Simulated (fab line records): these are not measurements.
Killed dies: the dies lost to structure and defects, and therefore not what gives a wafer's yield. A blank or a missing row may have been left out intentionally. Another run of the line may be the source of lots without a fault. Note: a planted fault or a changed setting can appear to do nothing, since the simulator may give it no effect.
fab line records + flow gf180mcu
record:
- lots: 5
- wafers: 15
- last-day: 32
route steps=602 shown PSD@258 NSD@262 SAB@264
lots with no fault: from the same line, run without faults
start-h: the number of hours between the record's first day and the start of the first shown wafer of the lot + wait-h: how many hours have passed since the lot's step before this one + " unchanged from the row above + L1.1+2: a single row standing in for several wafers + - no value, or no start given + * or withheld: withheld + < > ~ a bound
route shown NAME@n: NAME is a module with steps in the file, n the number in the route of the first one + usual: mean and standard deviation over wafers with no fault + same: alike in all rows + chamber/n: place in a boat + sites: readings site by site + _std_site: the standard deviation of these + _edge_site: the outer-site mean with the inner-site mean subtracted + radius-mm: for every site, how far away it sits from the centre of the wafer + mask NAME#n: copy n + behind: the most recent tool/chamber to have shaped the wafer + hold: reason for holding the lot/hours on hold/outcome of the hold + device: the transistor (n, p or np) that didn't switch + end of line: tests run on the same wafers once the route is complete + a step given without rows: its recipe and nothing more + killed: the dies lost at the first sort to structure and to defects; this is not the yield of the wafer + map: shows each die of a wafer: x if killed, . if not, _ if none is there
set.NAME: the setting that was run; set.NAME@STEP: the one run at that earlier step + model.NAME: the simulator's own value behind a step, which no gauge read
lots at some steps of the route; a table a step, a row a wafer
services: a tool's chamber out of use, with start hour (start-h, from the record's first day; less than 0 if before it), hours out, and reason
== steps ==
step: GF_PSD_STRIP_10
recipe:
- chemistry: O2/N2
- power-w: 1400
- pressure-mtorr: 1500
- platen-temp-c: 250
- o2-flow-sccm: 3000
- n2-flow-sccm: 300
- overash-fraction: 0.5
usual:
- drypump-motor-current-A: 5.47/0.29
- heater-power-w: 330/17
- n2-flow-sccm: 300.1/0.87
- oes-product-au: 0.592/0.0046
- strip-time-to-endpoint-s: 16.52/0.035
| lot.wafer | tool            | chamber | start-h | wait-h | drypump-motor-current-A | heater-power-w | n2-flow-sccm | oes-product-au | rf-hours-counter-h | strip-time-to-endpoint-s |
|-----------|-----------------|---------|---------|--------|-------------------------|----------------|--------------|----------------|--------------------|--------------------------|
| L074.3    | plasma-asher-03 | 1       | 318.87  | 0.1    | 5.27                    | 334            | 299.1        | 0.590          | -                  | 16.46                    |
| L074.4    | "               | 0       | "       | "      | 5.83                    | 347            | 298.5        | 0.590          | -                  | 16.51                    |
| L074.6    | "               | 0       | "       | "      | 5.83                    | 339            | 299.8        | 0.582          | -                  | 16.46                    |
| L078.2    | plasma-asher-04 | 0       | 353.65  | 0.1    | 5.34                    | 328            | 300.6        | 0.591          | 75                 | 16.55                    |
| L078.3    | "               | 1       | "       | "      | 5.74                    | 316            | 299.0        | 0.593          | -                  | 16.55                    |
| L078.4    | "               | 0       | "       | "      | 5.33                    | 320            | 301.7        | 0.590          | -                  | 16.56                    |
| L079.1    | plasma-asher-02 | 0       | 358.85  | 0.1    | 5.59                    | 361            | 299.8        | 0.589          | 26                 | 16.53                    |
| L079.3    | "               | 1       | "       | "      | 5.00                    | 320            | 299.7        | 0.588          | -                  | 16.53                    |
| L079.6    | "               | 0       | "       | "      | 5.60                    | 353            | 300.2        | 0.593          | -                  | 16.48                    |
| L083.2    | plasma-asher-04 | 0       | 392.53  | 0.1    | 5.35                    | 327            | 297.9        | 0.589          | 80                 | 16.47                    |
| L083.3    | "               | 1       | "       | "      | 5.76                    | 325            | 300.5        | 0.592          | -                  | 16.46                    |
| L083.5    | "               | 0       | "       | "      | 5.33                    | 335            | 300.6        | 0.597          | -                  | 16.46                    |
| L088.2    | plasma-asher-03 | 0       | 434.11  | 0.2    | 5.85                    | 332            | 300.5        | 0.587          | 62                 | 16.54                    |
| L088.4    | "               | 0       | "       | "      | 5.85                    | 336            | 301.8        | 0.588          | -                  | 16.54                    |
| L088.5    | "               | 0       | "       | "      | 5.84                    | 342            | 301.2        | 0.589          | -                  | 16.52                    |
step: GF_PSD_TW_MEAS_11
usual:
- PSD_TW: 3187/21
| lot.wafer | tool          | chamber | start-h | wait-h | PSD_TW |
|-----------|---------------|---------|---------|--------|--------|
| L074.3    | film-metro-03 | -       | 318.95  | 0.1    | 3224   |
| L074.4    | "             | -       | "       | "      | 3227   |
| L074.6    | "             | -       | "       | "      | 3215   |
| L078.2    | film-metro-04 | -       | 353.76  | 0.1    | 3197   |
| L078.3    | "             | -       | "       | "      | 3181   |
| L078.4    | "             | -       | "       | "      | 3186   |
| L079.1    | film-metro-01 | -       | 358.95  | 0.1    | 3172   |
| L079.3    | "             | -       | "       | "      | 3180   |
| L079.6    | "             | -       | "       | "      | 3196   |
| L083.2    | film-metro-01 | -       | 392.64  | 0.1    | 3165   |
| L083.3    | "             | -       | "       | "      | 3171   |
| L083.5    | "             | -       | "       | "      | 3165   |
| L088.2    | film-metro-01 | -       | 434.22  | 0.1    | 3179   |
| L088.4    | "             | -       | "       | "      | 3173   |
| L088.5    | "             | -       | "       | "      | 3159   |
step: GF_PSD_CLEAN_12
recipe:
- chemistry: SC1/SC2
- mix: 1:4:20
- temp-c: 70
- time-s: 150
- dry: n2-spin
| lot.wafer  | tool         | chamber | start-h | wait-h |
|------------|--------------|---------|---------|--------|
| L074.3+4+6 | wet-bench-03 | 3       | 318.99  | 0.0    |
| L078.2+3+4 | wet-bench-03 | 2       | 353.81  | 0.0    |
| L079.1+3+6 | wet-bench-01 | 1       | 359.01  | 0.1    |
| L083.2+3+5 | wet-bench-04 | 1       | 392.69  | 0.0    |
| L088.2+4+5 | wet-bench-03 | 3       | 434.27  | 0.0    |
step: GF_PSD_RTA_13
recipe:
- temp-c: 1025
- time-s: 20
- ambient: N2
usual:
- lamp-power-pct: 35.5/1.4
- wafer_temp_C_max: 1029.3/0.97
| lot.wafer | tool          | chamber | start-h | wait-h | lamp-power-pct | wafer_temp_C_max |
|-----------|---------------|---------|---------|--------|----------------|------------------|
| L074.3    | rtp-anneal-01 | 0       | 319.07  | 0.0    | 34.1           | 1030.6           |
| L074.4    | "             | 0       | "       | "      | 34.1           | 1030.1           |
| L074.6    | "             | 0       | "       | "      | 34.1           | 1030.2           |
| L078.2    | rtp-anneal-02 | 0       | 353.87  | 0.0    | 36.9           | 1030.8           |
| L078.3    | "             | 0       | "       | "      | 36.8           | 1028.0           |
| L078.4    | "             | 0       | "       | "      | 36.9           | 1028.1           |
| L079.1    | rtp-anneal-02 | 0       | 359.06  | 0.0    | 36.9           | 1028.9           |
| L079.3    | "             | 0       | "       | "      | 36.9           | 1029.2           |
| L079.6    | "             | 0       | "       | "      | 36.9           | 1030.3           |
| L083.2    | rtp-anneal-01 | 0       | 392.76  | 0.0    | 34.0           | 1031.7           |
| L083.3    | "             | 0       | "       | "      | 34.1           | 1029.1           |
| L083.5    | "             | 0       | "       | "      | 34.1           | 1030.7           |
| L088.2    | rtp-anneal-01 | 0       | 434.34  | 0.0    | 34.1           | 1029.4           |
| L088.4    | "             | 0       | "       | "      | 34.0           | 1028.8           |
| L088.5    | "             | 0       | "       | "      | 34.1           | 1029.9           |
step: GF_PSD_RS_MEAS_14
recipe:
- thk-meas-gauge: four-point-probe
usual:
- NSD_RS: 46.12/0.081
| lot.wafer | tool          | chamber | start-h | wait-h | NSD_RS[ohm/sq] |
|-----------|---------------|---------|---------|--------|----------------|
| L074.3    | film-metro-03 | -       | 319.17  | 0.1    | 46.11          |
| L074.4    | "             | -       | "       | "      | 46.04          |
| L074.6    | "             | -       | "       | "      | 46.16          |
| L078.2    | film-metro-03 | -       | 353.96  | 0.1    | 46.02          |
| L078.3    | "             | -       | "       | "      | 46.06          |
| L078.4    | "             | -       | "       | "      | 46.10          |
| L079.1    | film-metro-01 | -       | 359.14  | 0.1    | 46.03          |
| L079.3    | "             | -       | "       | "      | 45.98          |
| L079.6    | "             | -       | "       | "      | 46.05          |
| L083.2    | film-metro-03 | -       | 392.85  | 0.1    | 46.29          |
| L083.3    | "             | -       | "       | "      | 46.02          |
| L083.5    | "             | -       | "       | "      | 46.22          |
| L088.2    | film-metro-01 | -       | 434.43  | 0.1    | 46.09          |
| L088.4    | "             | -       | "       | "      | 46.12          |
| L088.5    | "             | -       | "       | "      | 46.09          |
step: GF_PSD_RS_MEAS_15
recipe:
- thk-meas-gauge: four-point-probe
usual:
- PSD_RS: 108.52/0.26
| lot.wafer | tool          | chamber | start-h | wait-h | PSD_RS[ohm/sq] |
|-----------|---------------|---------|---------|--------|----------------|
| L074.3    | film-metro-03 | -       | 319.29  | 0.1    | 108.17         |
| L074.4    | "             | -       | "       | "      | 108.31         |
| L074.6    | "             | -       | "       | "      | 108.54         |
| L078.2    | film-metro-03 | -       | 354.08  | 0.1    | 108.76         |
| L078.3    | "             | -       | "       | "      | 108.59         |
| L078.4    | "             | -       | "       | "      | 108.29         |
| L079.1    | film-metro-01 | -       | 359.26  | 0.1    | 108.31         |
| L079.3    | "             | -       | "       | "      | 107.99         |
| L079.6    | "             | -       | "       | "      | 108.15         |
| L083.2    | film-metro-03 | -       | 392.97  | 0.1    | 108.88         |
| L083.3    | "             | -       | "       | "      | 108.54         |
| L083.5    | "             | -       | "       | "      | 108.83         |
| L088.2    | film-metro-01 | -       | 434.55  | 0.1    | 108.17         |
| L088.4    | "             | -       | "       | "      | 108.64         |
| L088.5    | "             | -       | "       | "      | 108.47         |
step: GF_SAB_CVD_00
recipe:
- material: SiO2
- target-thk-nm: 50
- precursor: TEOS
- temp-c: 400
- time-s: 4.9302
- rf-w: 600
usual:
- heater-power-w: 584/86
| lot.wafer | tool     | chamber | start-h | wait-h | heater-power-w |
|-----------|----------|---------|---------|--------|----------------|
| L074.3    | pecvd-01 | 0       | 319.37  | 0.1    | 686            |
| L074.4    | "        | 0       | "       | "      | 715            |
| L074.6    | "        | 2       | "       | "      | 444            |
| L078.2    | pecvd-02 | 2       | 354.18  | 0.1    | 587            |
| L078.3    | "        | 1       | "       | "      | 479            |
| L078.4    | "        | 2       | "       | "      | 590            |
| L079.1    | pecvd-01 | 0       | 359.38  | 0.1    | 669            |
| L079.3    | "        | 1       | "       | "      | 613            |
| L079.6    | "        | 1       | "       | "      | 618            |
| L083.2    | pecvd-02 | 1       | 393.07  | 0.1    | 528            |
| L083.3    | "        | 2       | "       | "      | 639            |
| L083.5    | "        | 1       | "       | "      | 537            |
| L088.2    | pecvd-02 | 1       | 434.65  | 0.1    | 448            |
| L088.4    | "        | 2       | "       | "      | 607            |
| L088.5    | "        | 1       | "       | "      | 447            |
step: GF_SAB_THK_MEAS_01
recipe:
- reads: SiO2_of_SAB_CVD_00
usual:
- SAB_CVD_00_THK: 49.9/0.67
| lot.wafer | tool          | chamber | start-h | wait-h | SAB_CVD_00_THK[nm] |
|-----------|---------------|---------|---------|--------|--------------------|
| L074.3    | film-metro-04 | -       | 319.41  | 0.0    | 50.3               |
| L074.4    | "             | -       | "       | "      | 50.5               |
| L074.6    | "             | -       | "       | "      | 49.5               |
| L078.2    | film-metro-02 | -       | 354.21  | 0.0    | 49.5               |
| L078.3    | "             | -       | "       | "      | 49.4               |
| L078.4    | "             | -       | "       | "      | 50.3               |
| L079.1    | film-metro-02 | -       | 359.40  | 0.0    | 49.7               |
| L079.3    | "             | -       | "       | "      | 49.7               |
| L079.6    | "             | -       | "       | "      | 49.9               |
| L083.2    | film-metro-02 | -       | 393.10  | 0.0    | 50.3               |
| L083.3    | "             | -       | "       | "      | 49.7               |
| L083.5    | "             | -       | "       | "      | 50.8               |
| L088.2    | film-metro-04 | -       | 434.68  | 0.0    | 50.0               |
| L088.4    | "             | -       | "       | "      | 50.1               |
| L088.5    | "             | -       | "       | "      | 50.0               |
step: GF_SAB_DEHYDRATE_02
recipe:
- temp-c: 200
- time-s: 60
| lot.wafer  | tool           | chamber | start-h | wait-h |
|------------|----------------|---------|---------|--------|
| L074.3+4+6 | litho-track-03 | 0       | 328.63  | 9.2    |
| L078.2+3+4 | litho-track-02 | 0       | 363.89  | 9.7    |
| L079.1+3+6 | litho-track-04 | 0       | 370.31  | 10.9   |
| L083.2+3+5 | litho-track-04 | 0       | 404.68  | 11.6   |
| L088.2+4+5 | litho-track-03 | 0       | 446.20  | 11.5   |
step: GF_SAB_HMDS_03
recipe:
- prime-time-s: 60
- prime-temp-c: 120
| lot.wafer  | tool           | chamber | start-h | wait-h |
|------------|----------------|---------|---------|--------|
| L074.3+4+6 | litho-track-03 | 0       | 328.78  | 0.1    |
| L078.2+3+4 | litho-track-02 | 0       | 364.04  | 0.1    |
| L079.1+3+6 | litho-track-04 | 0       | 370.46  | 0.1    |
| L083.2+3+5 | litho-track-04 | 0       | 404.83  | 0.1    |
| L088.2+4+5 | litho-track-03 | 0       | 446.35  | 0.1    |
step: GF_SAB_COAT_04
recipe:
- resist: NOVOLAK
- spin-rpm: 3000
- resist-thk-nm: 1000
usual:
- spin-speed-rpm: 3000.3/2.1
| lot.wafer | tool           | chamber | start-h | wait-h | spin-speed-rpm |
|-----------|----------------|---------|---------|--------|----------------|
| L074.3    | litho-track-03 | 0       | 328.93  | 0.1    | 2998.5         |
| L074.4    | "              | 0       | "       | "      | 3001.9         |
| L074.6    | "              | 0       | "       | "      | 3002.2         |
| L078.2    | litho-track-02 | 0       | 364.19  | 0.1    | 3005.8         |
| L078.3    | "              | 0       | "       | "      | 3004.4         |
| L078.4    | "              | 0       | "       | "      | 3002.9         |
| L079.1    | litho-track-04 | 0       | 370.61  | 0.1    | 3000.0         |
| L079.3    | "              | 0       | "       | "      | 3001.6         |
| L079.6    | "              | 0       | "       | "      | 3002.5         |
| L083.2    | litho-track-04 | 0       | 404.98  | 0.1    | 3001.0         |
| L083.3    | "              | 0       | "       | "      | 2995.1         |
| L083.5    | "              | 0       | "       | "      | 3002.2         |
| L088.2    | litho-track-03 | 0       | 446.50  | 0.1    | 2999.9         |
| L088.4    | "              | 0       | "       | "      | 2997.7         |
| L088.5    | "              | 0       | "       | "      | 2996.9         |
step: GF_SAB_SOFTBAKE_05
recipe:
- temp-c: 90
- time-s: 60
- resist: NOVOLAK
| lot.wafer  | tool           | chamber | start-h | wait-h |
|------------|----------------|---------|---------|--------|
| L074.3+4+6 | litho-track-03 | 0       | 329.08  | 0.1    |
| L078.2+3+4 | litho-track-02 | 0       | 364.34  | 0.1    |
| L079.1+3+6 | litho-track-04 | 0       | 370.76  | 0.1    |
| L083.2+3+5 | litho-track-04 | 0       | 405.13  | 0.1    |
| L088.2+4+5 | litho-track-03 | 0       | 446.65  | 0.1    |
step: GF_SAB_EXPOSE_06
recipe:
- mask-id: SAB
- target-cd-nm: 420
- na: 0.6
- source-shape: conventional
- sigma-outer: 0.6
- dose-mj: 140
| lot.wafer  | tool             | chamber | start-h | wait-h | mask  |
|------------|------------------|---------|---------|--------|-------|
| L074.3+4+6 | iline-stepper-01 | 0       | -       | -      | SAB#0 |
| L078.2+3+4 | iline-stepper-01 | 0       | -       | -      | SAB#0 |
| L079.1+3+6 | iline-stepper-02 | 0       | -       | -      | SAB#0 |
| L083.2+3+5 | iline-stepper-02 | 0       | -       | -      | SAB#0 |
| L088.2+4+5 | iline-stepper-02 | 0       | -       | -      | SAB#0 |
== services ==
| tool             | chamber | start-h | hours | kind                      |
|------------------|---------|---------|-------|---------------------------|
| plasma-asher-03  | -       | 301.41  | 13.2  | pm                        |
| iline-stepper-02 | -       | 304.94  | 1.7   | pm                        |
| litho-track-04   | -       | 313.52  | -     | consumable-replace:filter |
| wet-bench-04     | -       | 321.98  | 1.9   | pm                        |
| pecvd-01         | -       | 331.45  | 2.8   | pm                        |
| iline-stepper-02 | 0       | 334.23  | -     | calibration               |
| plasma-asher-03  | -       | 374.55  | 14.6  | pm                        |
| rtp-anneal-02    | -       | 385.97  | 5.1   | pm                        |
| pecvd-02         | -       | 398.39  | 1.4   | repair                    |
| plasma-asher-02  | -       | 404.19  | 2.8   | pm                        |
| iline-stepper-01 | -       | 404.35  | 1.7   | pm                        |
| plasma-asher-02  | -       | 415.67  | 1.5   | repair                    |
| plasma-asher-04  | -       | 421.25  | 9.0   | pm                        |
| plasma-asher-04  | 0       | 421.25  | 9.0   | vent-cycle                |
| plasma-asher-04  | 1       | 421.25  | 9.0   | vent-cycle                |
| plasma-asher-04  | -       | 430.25  | 7.2   | pm                        |
| plasma-asher-04  | 0       | 430.25  | -     | clean                     |
| plasma-asher-04  | 1       | 430.25  | -     | clean                     |
| plasma-asher-02  | -       | 432.48  | 2.2   | repair                    |
| wet-bench-04     | -       | 435.38  | 0.7   | repair                    |
| iline-stepper-01 | -       | 445.29  | 4.4   | pm                        |
| plasma-asher-03  | -       | 445.50  | 1.4   | repair                    |
== key ==
fault none
